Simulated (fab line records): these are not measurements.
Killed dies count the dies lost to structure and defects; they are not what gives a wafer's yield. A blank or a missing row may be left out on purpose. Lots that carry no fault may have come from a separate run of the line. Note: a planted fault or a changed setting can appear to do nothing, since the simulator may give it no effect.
Struck lot and sound lot, side by side | flow gf180mcu | 17 out of 602 route steps
Sound: the wafers L378.1, L378.2, L378.6. The struck wafers were L376.1, L376.2, L376.5. Last of all comes the cause.
Per side, at each step with rows, come the tool, then ch with its chambers, and then its first start. Under that, the readings that differ: sound wafers | struck wafers | difference of the means | sigmas: that difference in standard deviations of wafers without a fault.
alike: words and numbers the same on both sides, and readings whose means are apart by under 2 such deviations; not compared: readings that were withheld, readings missing a value for some wafer, numbers with overlapping values and no deviation given by the record, and bounds like >300 which may hide the same value.
A row with sigmas, a row that says differs or no value, or rows on one side alone: a step with any of these is where the two part. Numbers that don't overlap but have no deviation are shown without sigmas and don't part them. Lack of a reading on every wafer of one side parts them only where that side has two or more wafers.

GF_V5_CMP_26: polishes, stops on SiO2, t overpolish 15 s, target thk 0 nm.
  sound on cmp-01 ch 0,2, day 30 21:32; struck on cmp-02 ch 0,2,3, day 30 12:19
  alike: motor_current_A, overpolish_run_s, time_to_endpoint_s
GF_TOP_METAL_SPUTTER_00: material Ti, target thk 37.5 nm, time 150 s.
  sound on pvd_sputter-02 at day 30 21:47; struck on pvd_sputter-02 at day 30 12:31
  alike: throttle_valve_pct
GF_TOP_METAL_SPUTTER_01: material TiN, target thk 30 nm, time 25 s.
  sound on pvd_sputter-02 at day 30 21:53; struck on pvd_sputter-02 at day 30 12:37
  alike: throttle_valve_pct
GF_TOP_METAL_SPUTTER_02: material AlCu, target thk 900 nm, time 47.82 s.
  sound on pvd_sputter-02 at day 30 21:55; struck on pvd_sputter-02 at day 30 12:40
  alike: throttle_valve_pct
GF_TOP_METAL_SPUTTER_03: material Ti, target thk 5 nm, time 3.3 s.
  sound on pvd_sputter-02 at day 30 21:58; struck on pvd_sputter-02 at day 30 12:42
  alike: throttle_valve_pct
then, 1 step without rows for these wafers: GF_TOP_METAL_SPUTTER_04 (material TiN, target thk 25 nm, time 20.8 s).
GF_TOP_METAL_RS_MEAS_05: a four-point-probe measurement.
  sound on film_metro-02 at day 30 22:01; struck on film_metro-02 at day 30 12:45
  alike: TOP_METAL_ALCU_RS
GF_TOP_METAL_THK_MEAS_06: measures by xrf.
  sound on film_metro-02 at day 30 22:08; struck on film_metro-02 at day 30 12:52
  alike: TOP_METAL_ALCU_THK
then, 4 steps without rows for these wafers: GF_TOP_METAL_DEHYDRATE_07 (time 60 s); GF_TOP_METAL_HMDS_08 (prime time 60 s); GF_TOP_METAL_COAT_09 (resist thk 1500 nm); GF_TOP_METAL_SOFTBAKE_10 (time 60 s).
GF_TOP_METAL_EXPOSE_11: exposes mask MetalTop, target cd 440 nm.
  sound on iline_stepper-02 ch 0, day 31 06:59; struck on iline_stepper-01 ch 0, day 30 21:37
  reading              | sound                | struck               | difference | sigmas
  exposure_dose_mJ_cm2 | 168.05 168.15 168.03 | 170.51 170.54 170.49 | +2.44      | +14
  alike: mask
then, 1 step without rows for these wafers: GF_TOP_METAL_PEB_12.
GF_TOP_METAL_DEVELOP_13: develop time 62.05 s.
  sound on litho_track-01 ch 0, day 31 15:29; struck on litho_track-03 ch 0, day 31 06:14
  not compared: model.TOP_METAL.cd_nm
GF_TOP_METAL_CD_MEAS_14 targets a cd of 440 nm.
  sound on cd_sem-02 at day 31 15:38; struck on cd_sem-01 at day 31 06:23
  alike: cd_nm
then, 1 step without rows for these wafers: GF_PASSIVATION_PROBE_99.

== WHERE THEY PART ==
Only at GF_TOP_METAL_EXPOSE_11, as far as this record shows. Later steps at which nothing parts them and some readings are alike: GF_TOP_METAL_CD_MEAS_14.

WHY: the cause the simulator had injected
Drift in process parameters on iline_stepper-01 at GF_TOP_METAL_EXPOSE_11, starting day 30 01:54. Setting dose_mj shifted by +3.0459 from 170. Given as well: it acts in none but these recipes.
